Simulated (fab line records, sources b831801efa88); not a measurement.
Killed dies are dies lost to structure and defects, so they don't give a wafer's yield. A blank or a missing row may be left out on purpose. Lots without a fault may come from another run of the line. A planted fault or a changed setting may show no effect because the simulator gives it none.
One fault seen from 2 desks | flow sky130 | each desk has only its own numbers; what lay behind them comes last

THE METROLOGY DESK
What the gauges read, lot by lot, whatever tool the lot ran on: means of the sampled wafers that have a number. A lot is out of limits, marked OUT, if its mean lies more than 4 standard deviations from the usual mean; the brackets give that distance.
Columns: A = PWDE_OVL at SKY_PWDE_OVL_MEAS_07, usual 0.0 nm; B = NWELL_01_OVL at SKY_NWELL_OVL_MEAS_23, usual 0.6 nm; C = VT_ADJUST_HVTP_OVL at SKY_VT_ADJUST_HVTP_OVL_MEAS_08, usual 1.4 nm; D = VT_ADJUST_LVTN_2_TW at SKY_VT_ADJUST_LVTN_TW_MEAS_21, usual 187.9
lot  | first seen here | A    | B    | C    | D
L477 | day 3 20:00     | -1.7 | 0.6  | 1.8  | 186.4
L479 | day 4 09:24     | 0.8  | 1.5  | 0.0  | 189.4
L481 | day 4 18:38     | 0.4  | 2.0  | 1.1  | 186.6
L482 | day 5 01:56     | -1.5 | 2.9  | 2.9  | 187.3
L485 | day 5 17:59     | 0.5  | -0.1 | 3.0  | 188.9
L489 | day 6 15:15     | -1.9 | 2.5  | 0.3  | 186.7
L490 | day 6 19:12     | -1.6 | -1.4 | 1.6  | 187.0
L493 | day 7 12:32     | -0.1 | -0.8 | 1.8  | 188.3
L494 | day 8 00:44     | 1.6  | -0.1 | 1.6  | 133.5 (-45) OUT
L495 | day 8 07:08     | -0.7 | 1.9  | -0.2 | 132.8 (-46) OUT
L498 | day 8 19:23     | -1.5 | 0.6  | 1.9  | 187.3
L499 | day 8 23:53     | -1.9 | -0.1 | 3.0  | 187.9
L500 | day 9 09:14     | 0.1  | -1.4 | 0.7  | 189.2
This desk's finding: out of limits on L494, L495; first on L494, day 12 18:36 (VT_ADJUST_LVTN_2_TW at SKY_VT_ADJUST_LVTN_TW_MEAS_21). In limits: L477, L479, L481, L482, L485, L489, L490, L493, L498, L499, L500.

THE TOOL OWNER'S DESK: implanter-03
The tool's own readings at SKY_VT_ADJUST_LVTN_IMPLANT_19: means of the sampled wafers that have a number, for each lot that ran on this tool. A lot is out of limits, marked OUT, if its mean lies more than 4 standard deviations from the usual mean; the brackets give that distance.
Columns: A = dose_ions_cm2 at SKY_VT_ADJUST_LVTN_IMPLANT_19, usual 6.5e+11; B = faraday_current_uA at SKY_VT_ADJUST_LVTN_IMPLANT_19, usual 3.66
lot  | first seen here | A                         | B
L481 | day 8 18:35     | 6.5e+11                   | 3.68
L482 | day 9 04:22     | 6.5e+11                   | 3.76
L493 | day 12 02:23    | 6.5e+11                   | 3.68
L494 | day 12 18:23    | 1.8e+11 (-99 or more) OUT | 1.02 (-36) OUT
L495 | day 12 23:25    | 1.8e+11 (-99 or more) OUT | 1.00 (-36) OUT
This desk's finding: out of limits on L494, L495; first on L494, day 12 18:23 (dose_ions_cm2 at SKY_VT_ADJUST_LVTN_IMPLANT_19). In limits: L481, L482, L493.

PUT TOGETHER
The tool owner's desk could have raised an alarm at day 12 18:23, on L494, L495.
The metrology desk could have raised an alarm at day 12 18:36, on L494, L495.
Of the lots named, all ran SKY_VT_ADJUST_LVTN_IMPLANT_19 on implanter-03.

WHAT THE SIMULATOR HAD PUT IN
Process parameter drift: implanter-03, from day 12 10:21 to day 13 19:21, at SKY_VT_ADJUST_LVTN_IMPLANT_19. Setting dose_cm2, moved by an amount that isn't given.
Lots struck among those shown: L494, L495.
Hours from the fault's start to each desk's first reading out of limits: the tool owner's desk, 8; the metrology desk, 8.
